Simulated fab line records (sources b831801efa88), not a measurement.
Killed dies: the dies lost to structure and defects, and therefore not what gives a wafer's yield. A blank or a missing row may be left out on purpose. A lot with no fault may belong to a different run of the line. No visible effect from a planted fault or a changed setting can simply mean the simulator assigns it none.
fab line records | flow sky130
[record] lots = 10 wafers = 30 last_day = 50
route steps=708 shown POLY_CUT@316 SD_P@330 SD_N@351 LI_CONTACT@363 PAD_OPEN@708
lots that met no fault: from a run of the same line without faults
start_h: hours from the record's first day to the start of the lot's first wafer shown | wait_h: time in hours since the lot's previous step | " the same as in the row above | L1.1+2: a row that stands for several wafers | - no value, or no start was given | * or withheld: withheld | < > ~ a bound
route shown NAME@n: names a module that has steps shown in the file, with the first one's number in the route | usual: mean/standard deviation of fault-free wafers | same: alike in all rows | chamber/n: place in a boat | sites: per-site readings | _std_site: how widely they spread, as a standard deviation | _edge_site: outer sites' mean less inner sites' | radius_mm: for every site, how far away it sits from the centre of the wafer | mask NAME#n: copy n | behind: tool/chamber where the wafer was last shaped | hold: the reason the lot was held/the length of the hold in hours/how it ended | device: the n, p or np transistor that did not switch | end of line: the tests these same wafers got at the end of their route | a step given without rows: its recipe and nothing more | killed: dies lost to structure and defects at the first sort, not the wafer's yield | map: dies across one wafer; x = killed, . = not, _ = none there
set.NAME: the setting the step ran with; set.NAME@STEP: the setting that earlier step ran with | model.NAME: the simulator's own value behind a step, which no gauge read
steps of the route over a sample of lots; a table a step, a row a wafer
services: a tool's chamber out of use, with start hour (start_h, from the record's first day; less than 0 if before it), hours out, and reason
[[steps]]
[step SKY_POLY_CUT_OVL_MEAS_09]
[usual] POLY_CUT_OVL = 0/6.2
// columns lot.wafer tool chamber start_h wait_h POLY_CUT_OVL[nm]
L564.3 overlay-02 - 578.01 0.1 0
L564.4 " - " " 2
L564.6 " - " " 1
L565.1 overlay-02 - 582.79 0.1 -5
L565.4 " - " " -4
L565.5 " - " " 3
L563.1 overlay-01 - 583.15 0.1 -7
L563.2 " - " " -1
L563.4 " - " " 2
L577.1 overlay-02 - 678.50 0.1 10
L577.5 " - " " 10
L577.6 " - " " 7
L578.1 overlay-01 - 683.55 0.1 -5
L578.3 " - " " 4
L578.6 " - " " -4
L579.3 overlay-02 - 693.92 0.1 8
L579.4 " - " " 10
L579.6 " - " " 12
L580.1 overlay-01 - 702.64 0.1 -7
L580.4 " - " " -3
L580.5 " - " " -7
L581.2 overlay-01 - 706.66 0.1 4
L581.5 " - " " 14
L581.6 " - " " 7
L582.1 overlay-02 - 726.50 0.1 -6
L582.2 " - " " -7
L582.6 " - " " -8
L583.1 overlay-01 - 743.74 0.1 -9
L583.4 " - " " -9
L583.6 " - " " -8
[step SKY_SD_P_STRIP_10]
[recipe] chemistry = O2/N2 power_w = 1400 pressure_mtorr = 1500 platen_temp_c = withheld o2_flow_sccm = 3000 n2_flow_sccm = 300 overash_fraction = 0.5
[usual] drypump_motor_current_A = 5.73/0.2 oes_product_au = 0.616/0.0041 strip_time_to_endpoint_s = 17.48/0.038
// columns lot.wafer tool chamber start_h wait_h drypump_motor_current_A oes_product_au rf_hours_counter_h strip_time_to_endpoint_s
L564.3 plasma_asher-04 0 608.51 0.1 5.71 0.619 - 17.52
L564.4 " 1 " " 5.68 0.613 - 17.53
L564.6 " 0 " " 5.70 0.616 - 17.48
L565.1 plasma_asher-04 1 611.98 0.1 5.70 0.618 16 17.47
L565.4 " 1 " " 5.74 0.620 - 17.46
L565.5 " 0 " " 5.69 0.622 - 17.49
L563.1 plasma_asher-04 1 612.88 0.1 5.70 0.621 16 17.41
L563.2 " 0 " " 5.72 0.613 16 17.43
L563.4 " 1 " " 5.66 0.620 - 17.44
L577.1 plasma_asher-04 1 706.74 0.1 5.72 0.615 26 17.46
L577.5 " 0 " " 5.71 0.616 - 17.41
L577.6 " 1 " " 5.73 0.610 - 17.47
L578.1 plasma_asher-02 1 710.89 0.1 6.07 0.610 59 17.54
L578.3 " 0 " " 5.26 0.618 - 17.51
L578.6 " 1 " " 6.09 0.620 - 17.48
L579.3 plasma_asher-02 0 721.51 0.1 5.27 0.618 - 17.45
L579.4 " 1 " " 6.05 0.617 - 17.48
L579.6 " 0 " " 5.27 0.616 - 17.47
L580.1 plasma_asher-04 0 730.09 0.1 5.71 0.620 29 17.50
L580.4 " 1 " " 5.75 0.613 - 17.46
L580.5 " 0 " " 5.71 0.622 - 17.48
L581.2 plasma_asher-04 1 733.93 0.1 5.68 0.622 30 17.55
L581.5 " 1 " " 5.72 0.620 - 17.52
L581.6 " 0 " " 5.70 0.617 - 17.51
L582.1 plasma_asher-01 0 754.24 0.1 5.72 0.617 2 17.42
L582.2 " 1 " " 5.92 0.614 2 17.47
L582.6 " 0 " " 5.69 0.613 - 17.48
L583.1 plasma_asher-04 0 770.48 0.1 5.70 0.622 34 17.47
L583.4 " 0 " " 5.70 0.623 - 17.47
L583.6 " 0 " " 5.68 0.616 - 17.50
[step SKY_SD_N_IMPLANT_09]
[recipe] species = As energy_kev = 50 dose_cm2 = 4e+15 tilt_deg = 0
[usual] beam_on_s = 19.1/1.3 dose_ions_cm2 = 3.998e+15/3.9e+12 end_station_pressure_torr = 1.27e-05/1e-06 faraday_current_uA = 11536/820
// columns lot.wafer tool chamber start_h wait_h beam_on_s dose_ions_cm2 end_station_pressure_torr faraday_current_uA
L564.3 implanter-03 0 666.49 0.1 20.1 4.002e+15 1.28e-05 10957
L564.4 " 0 " " 20.9 3.998e+15 1.26e-05 10470
L564.6 " 0 " " 20.4 3.995e+15 1.13e-05 10816
L565.1 implanter-03 0 668.59 0.0 10.1 4.73e+14 7e-06 2575
L565.4 " 0 " " 10.1 4.63e+14 7.1e-06 2579
L565.5 " 0 " " 10.1 4.58e+14 6.8e-06 2572
L563.1 implanter-03 0 670.44 0.0 10.2 4.61e+14 7.1e-06 2549
L563.2 " 0 " " 9.8 4.57e+14 7.1e-06 2652
L563.4 " 0 " " 10.2 4.63e+14 7e-06 2559
L577.1 implanter-01 0 760.64 0.0 19.6 3.997e+15 1.29e-05 11248
L577.5 " 0 " " 19.2 4.002e+15 1.26e-05 11521
L577.6 " 0 " " 18.5 3.994e+15 1.21e-05 11824
L578.1 implanter-03 0 764.24 0.0 20.4 3.995e+15 1.24e-05 10745
L578.3 " 0 " " 20.8 3.993e+15 1.16e-05 10633
L578.6 " 0 " " 20.7 3.996e+15 1.15e-05 10620
L579.3 implanter-02 0 775.19 0.1 17.4 3.999e+15 1.39e-05 12589
L579.4 " 0 " " 17.2 3.999e+15 1.31e-05 12679
L579.6 " 0 " " 16.4 4.001e+15 1.42e-05 13238
L580.1 implanter-01 0 783.88 0.0 18.6 3.997e+15 1.36e-05 11777
L580.4 " 0 " " 19.5 4e+15 1.24e-05 11276
L580.5 " 0 " " 18.8 4e+15 1.27e-05 11646
L581.2 implanter-01 0 788.11 0.0 18.2 3.997e+15 1.21e-05 12002
L581.5 " 0 " " 19.6 3.995e+15 1.31e-05 11231
L581.6 " 0 " " 19.4 3.999e+15 1.24e-05 11319
L582.1 implanter-01 0 808.13 0.0 19.1 3.999e+15 1.24e-05 11531
L582.2 " 0 " " 19.1 3.999e+15 1.17e-05 11467
L582.6 " 0 " " 19.2 3.997e+15 1.33e-05 11354
L583.1 implanter-01 0 822.44 0.0 18.9 4.001e+15 1.32e-05 11629
L583.4 " 0 " " 18.6 4e+15 1.36e-05 11770
L583.6 " 0 " " 19.6 3.998e+15 1.41e-05 11169
[step SKY_SD_N_STRIP_11]
[recipe] chemistry = O2/N2 power_w = 1400 pressure_mtorr = 1500 platen_temp_c = withheld o2_flow_sccm = 3000 n2_flow_sccm = 300 overash_fraction = 0.5
[usual] drypump_motor_current_A = 5.7/0.41 oes_product_au = 0.527/0.0045 strip_time_to_endpoint_s = 22.54/0.037
// columns lot.wafer tool chamber start_h wait_h drypump_motor_current_A oes_product_au rf_hours_counter_h strip_time_to_endpoint_s
L564.3 plasma_asher-02 0 666.77 0.1 5.3 0.524 - 22.53
L564.4 " 1 " " 6.1 0.526 - 22.55
L564.6 " 1 " " 6.1 0.528 - 22.53
L565.1 plasma_asher-03 1 668.89 0.1 5.2 0.648 88 15.94
L565.4 " 1 " " 5.2 0.648 - 15.91
L565.5 " 1 " " 5.2 0.645 - 15.93
L563.1 plasma_asher-01 0 670.74 0.1 5.7 0.642 92 15.98
L563.2 " 1 " " 5.9 0.646 92 15.94
L563.4 " 1 " " 5.9 0.655 - 15.94
L577.1 plasma_asher-01 0 760.94 0.1 5.7 0.534 2 22.62
L577.5 " 0 " " 5.7 0.524 - 22.56
L577.6 " 1 " " 5.9 0.527 - 22.60
L578.1 plasma_asher-03 1 764.54 0.1 5.2 0.535 99 22.47
L578.3 " 0 " " 6.2 0.528 - 22.55
L578.6 " 1 " " 5.1 0.529 - 22.52
L579.3 plasma_asher-02 1 775.47 0.1 6.1 0.523 - 22.56
L579.4 " 0 " " 5.2 0.522 - 22.55
L579.6 " 1 " " 6.1 0.523 - 22.62
L580.1 plasma_asher-01 1 784.18 0.1 5.9 0.526 4 22.57
L580.4 " 1 " " 5.9 0.526 - 22.50
L580.5 " 1 " " 5.9 0.526 - 22.54
L581.2 plasma_asher-03 1 788.39 0.1 5.2 0.523 101 22.60
L581.5 " 0 " " 6.2 0.525 - 22.53
L581.6 " 1 " " 5.2 0.530 - 22.52
L582.1 plasma_asher-03 1 808.43 0.1 5.2 0.525 103 22.51
L582.2 " 0 " " 6.2 0.529 103 22.48
L582.6 " 0 " " 6.2 0.528 - 22.56
L583.1 plasma_asher-01 1 822.74 0.1 5.9 0.518 8 22.55
L583.4 " 0 " " 5.7 0.533 - 22.50
L583.6 " 1 " " 5.9 0.534 - 22.51
[step SKY_SD_N_TW_MEAS_12]
[usual] SD_N_TW = 4035/22
// columns lot.wafer tool chamber start_h wait_h SD_N_TW
L564.3 film_metro-03 - 666.86 0.1 4012
L564.4 " - " " 4026
L564.6 " - " " 4005
L565.1 film_metro-04 - 668.99 0.1 3397
L565.4 " - " " 3400
L565.5 " - " " 3411
L563.1 film_metro-04 - 670.84 0.1 3392
L563.2 " - " " 3394
L563.4 " - " " 3392
L577.1 film_metro-01 - 761.04 0.1 4024
L577.5 " - " " 4035
L577.6 " - " " 4034
L578.1 film_metro-01 - 764.64 0.1 4050
L578.3 " - " " 4030
L578.6 " - " " 4044
L579.3 film_metro-04 - 775.56 0.1 4001
L579.4 " - " " 4020
L579.6 " - " " 4014
L580.1 film_metro-03 - 784.28 0.1 4093
L580.4 " - " " 4066
L580.5 " - " " 4060
L581.2 film_metro-01 - 788.50 0.1 4045
L581.5 " - " " 4045
L581.6 " - " " 4038
L582.1 film_metro-01 - 808.53 0.1 4002
L582.2 " - " " 4025
L582.6 " - " " 3989
L583.1 film_metro-03 - 822.84 0.1 4016
L583.4 " - " " 4021
L583.6 " - " " 4031
[step SKY_SD_N_RS_MEAS_16]
[recipe] thk_meas_gauge = four-point-probe
[usual] SD_N_RS = 68.59/0.12
// columns lot.wafer tool chamber start_h wait_h SD_N_RS[ohm/sq]
L564.3 film_metro-03 - 667.17 0.1 68.42
L564.4 " - " " 68.49
L564.6 " - " " 68.52
L565.1 film_metro-04 - 669.28 0.1 168.01
L565.4 " - " " 168.85
L565.5 " - " " 168.15
L563.1 film_metro-03 - 671.12 0.1 167.01
L563.2 " - " " 168.30
L563.4 " - " " 167.22
L577.1 film_metro-03 - 761.32 0.1 68.80
L577.5 " - " " 68.66
L577.6 " - " " 68.87
L578.1 film_metro-03 - 764.92 0.1 68.65
L578.3 " - " " 68.48
L578.6 " - " " 68.61
L579.3 film_metro-01 - 775.87 0.1 68.56
L579.4 " - " " 68.66
L579.6 " - " " 68.82
L580.1 film_metro-01 - 784.56 0.1 68.59
L580.4 " - " " 68.59
L580.5 " - " " 68.63
L581.2 film_metro-03 - 788.79 0.1 68.62
L581.5 " - " " 68.46
L581.6 " - " " 68.54
L582.1 film_metro-03 - 808.81 0.1 68.65
L582.2 " - " " 68.57
L582.6 " - " " 68.57
L583.1 film_metro-01 - 823.12 0.1 68.77
L583.4 " - " " 68.65
L583.6 " - " " 68.54
[step SKY_LI_CONTACT_THK_MEAS_01]
[recipe] reads = PSG_of_LI_CONTACT_HDPCVD_00
[usual] LI_CONTACT_HDPCVD_THK = 929/7.5
// columns lot.wafer tool chamber start_h wait_h LI_CONTACT_HDPCVD_THK[nm]
L564.3 film_metro-03 - 667.63 0.1 928
L564.4 " - " " 926
L564.6 " - " " 928
L565.1 film_metro-03 - 669.81 0.1 926
L565.4 " - " " 930
L565.5 " - " " 918
L563.1 film_metro-04 - 671.60 0.1 920
L563.2 " - " " 921
L563.4 " - " " 921
L577.1 film_metro-01 - 761.80 0.1 929
L577.5 " - " " 939
L577.6 " - " " 924
L578.1 film_metro-03 - 765.40 0.1 934
L578.3 " - " " 931
L578.6 " - " " 942
L579.3 film_metro-03 - 776.33 0.1 933
L579.4 " - " " 942
L579.6 " - " " 939
L580.1 film_metro-04 - 785.04 0.1 927
L580.4 " - " " 933
L580.5 " - " " 914
L581.2 film_metro-01 - 789.31 0.1 914
L581.5 " - " " 918
L581.6 " - " " 921
L582.1 film_metro-04 - 809.29 0.1 932
L582.2 " - " " 936
L582.6 " - " " 927
L583.1 film_metro-04 - 823.60 0.1 940
L583.4 " - " " 940
L583.6 " - " " 942
[step SKY_PAD_OPEN_PROBE_99]
[usual] killed_at_M0_to_M3 = 44/7.2 killed_at_M4_up = 3.1/1.7 killed_at_contacts = 25/5.1 killed_at_front_end = 14/4.6 killed_at_other = 0.3/0.59 killed_dies = 86/9.6 killed_open = 47/7.4 killed_short = 39/6
[same] gross_dies = 492 killed_at_back_side = 0
// columns lot.wafer tool chamber start_h wait_h killed_at_M0_to_M3 killed_at_M4_up killed_at_contacts killed_at_front_end killed_at_other killed_dies killed_open killed_short
L577.1 prober-01 - 1157.48 0.1 44 0 25 17 0 86 56 30
L577.5 prober-01 - 1157.68 0.2 39 2 25 18 0 84 51 33
L577.6 prober-01 - 1157.73 0.2 52 1 20 11 0 84 45 39
L578.1 prober-02 - 1158.98 0.1 38 4 22 14 0 78 39 39
L578.3 prober-02 - 1159.08 0.2 53 4 29 12 1 99 47 52
L578.6 prober-02 - 1159.23 0.2 42 3 20 14 0 79 48 31
L579.3 prober-01 - 1165.56 0.2 51 3 26 9 0 89 43 46
L579.4 prober-01 - 1165.61 0.2 49 2 18 13 0 82 44 38
L579.6 prober-01 - 1165.71 0.2 35 5 18 12 1 71 40 31
L581.2 prober-01 - 1171.74 0.1 39 1 18 12 0 70 41 29
L581.5 prober-01 - 1171.89 0.2 42 2 24 9 0 77 43 34
L581.6 prober-01 - 1171.94 0.2 47 6 25 11 0 89 46 43
// killed by level:class
L577.1 LI_CONTACT:geometric_particle:open=10 CONTACT:geometric_particle:open=9 VIA1:geometric_particle:open=9 VIA2:geometric_particle:open=9 METAL1:geometric_particle:short=6 FIELD_ISO:geometric_particle:open=4 VIA1:geometric_particle:short=4 POLY_GATE:geometric_particle:short=3
L577.5 VIA1:geometric_particle:open=11 LI_CONTACT:geometric_particle:open=9 CONTACT:geometric_particle:open=9 VIA1:geometric_particle:short=6 VIA3:geometric_particle:open=6 FIELD_ISO:geometric_particle:short=4 POLY_GATE:geometric_particle:short=4 POLY_GATE:geometric_particle:open=4
L577.6 VIA1:geometric_particle:open=14 VIA2:geometric_particle:open=9 VIA1:geometric_particle:short=9 LOCAL_INTERCONNECT:geometric_particle:short=6 METAL1:geometric_particle:short=6 LI_CONTACT:geometric_particle:open=5 FIELD_ISO:geometric_particle:open=4 VIA3:geometric_particle:open=4
L578.1 VIA3:geometric_particle:open=10 VIA1:geometric_particle:open=7 LI_CONTACT:geometric_particle:open=6 CONTACT:geometric_particle:open=5 METAL1:geometric_particle:short=5 VIA1:geometric_particle:short=5 POLY_GATE:geometric_particle:short=4 METAL4:geometric_particle:short=4
L578.3 CONTACT:geometric_particle:open=13 METAL1:geometric_particle:short=12 LOCAL_INTERCONNECT:geometric_particle:short=7 VIA1:geometric_particle:open=7 METAL2:geometric_particle:short=7 VIA2:geometric_particle:short=6 LI_CONTACT:geometric_particle:open=5 METAL3:geometric_particle:short=5
L578.6 VIA1:geometric_particle:open=10 VIA2:geometric_particle:open=9 CONTACT:geometric_particle:open=8 VIA3:geometric_particle:open=7 METAL3:geometric_particle:short=5 LI_CONTACT:geometric_particle:open=5 FIELD_ISO:geometric_particle:open=4 POLY_GATE:geometric_particle:open=3
L579.3 VIA1:geometric_particle:open=12 CONTACT:geometric_particle:open=9 LI_CONTACT:geometric_particle:open=7 METAL2:geometric_particle:short=7 METAL3:geometric_particle:short=7 VIA2:geometric_particle:open=5 VIA2:geometric_particle:short=5 CONTACT:geometric_particle:short=4
L579.4 VIA1:geometric_particle:open=13 CONTACT:geometric_particle:open=8 METAL1:geometric_particle:short=8 METAL2:geometric_particle:short=6 VIA3:geometric_particle:open=6 VIA2:geometric_particle:open=5 FIELD_ISO:geometric_particle:open=4 LI_CONTACT:geometric_particle:short=4
L579.6 VIA1:geometric_particle:open=8 CONTACT:geometric_particle:open=7 VIA2:geometric_particle:open=6 CONTACT:geometric_particle:short=5 FIELD_ISO:geometric_particle:open=4 LI_CONTACT:geometric_particle:open=4 VIA1:geometric_particle:short=4 METAL1:geometric_particle:short=4
L581.2 VIA1:geometric_particle:open=12 CONTACT:geometric_particle:open=8 VIA3:geometric_particle:open=6 FIELD_ISO:geometric_particle:short=4 LI_CONTACT:geometric_particle:open=4 METAL1:geometric_particle:short=4 VIA3:geometric_particle:short=4 POLY_CUT:geometric_particle:open=3
L581.5 VIA1:geometric_particle:open=14 CONTACT:geometric_particle:open=11 VIA1:geometric_particle:short=6 CONTACT:geometric_particle:short=5 METAL1:geometric_particle:short=5 POLY_GATE:geometric_particle:short=4 LI_CONTACT:geometric_particle:short=4 LI_CONTACT:geometric_particle:open=4
L581.6 VIA1:geometric_particle:open=13 VIA3:geometric_particle:open=12 CONTACT:geometric_particle:open=8 METAL2:geometric_particle:short=7 LOCAL_INTERCONNECT:geometric_particle:short=6 METAL4:geometric_particle:short=6 LI_CONTACT:geometric_particle:short=5 METAL1:geometric_particle:short=5
[[services]]
// columns tool chamber start_h hours kind
implanter-01 - 586.14 2.2 repair
plasma_asher-04 - 604.34 2.2 repair
implanter-02 - 632.79 5.1 pm
plasma_asher-01 - 639.65 21.7 repair
implanter-03 - 639.97 4.0 pm
implanter-02 - 650.68 10.6 pm
implanter-02 - 685.06 3.2 pm
plasma_asher-02 - 685.19 8.8 repair
plasma_asher-02 - 712.78 1.4 repair
plasma_asher-02 - 726.41 29.4 pm
plasma_asher-01 - 733.75 9.0 pm
plasma_asher-01 0 733.75 9.0 vent_cycle
plasma_asher-01 1 733.75 9.0 vent_cycle
plasma_asher-04 - 740.30 0.8 repair
plasma_asher-01 0 742.75 - clean
plasma_asher-01 1 742.75 - clean
[[key]]
[first_sign] step = SKY_SD_N_IMPLANT_09 reading = dose_ions_cm2 direction = down sigmas = 99+ usual = * struck = *
[effect] step = SKY_SD_N_IMPLANT_09 reading = faraday_current_uA direction = down sigmas = 11 usual = 11536 struck = 2581
[effect] step = SKY_SD_N_STRIP_11 reading = strip_time_to_endpoint_s direction = down sigmas = 99+ usual = * struck = *
[effect] step = SKY_SD_N_TW_MEAS_12 reading = SD_N_TW direction = down sigmas = 29 usual = 4035 struck = 3398
[effect] step = SKY_SD_N_RS_MEAS_16 reading = SD_N_RS direction = up sigmas = 99+ usual = 68.59 struck = 167.92
met_at SKY_SD_N_IMPLANT_09
struck_lots L563,L565
tester_left_out L563,L565
not_acting_at SKY_POLY_CUT_OVL_MEAS_09,SKY_SD_P_STRIP_10,SKY_LI_CONTACT_THK_MEAS_01
onset_between 666.49 668.59
[fault] kind = process_parameter_drift tool = implanter-03 chamber = - onset_h = 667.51 steps = SKY_SD_N_IMPLANT_09 channel = dose_cm2 offset = * shape = step end_h = 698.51 acts_in = * stated = *
// tester_left_out: of these lots the tester's yield and bins aren't shown, on N5 and GAA mostly nor the transistor test; their killed dies are dies lost to structure and defects alone, not to doping, threshold or leakage, so they don't give the yield
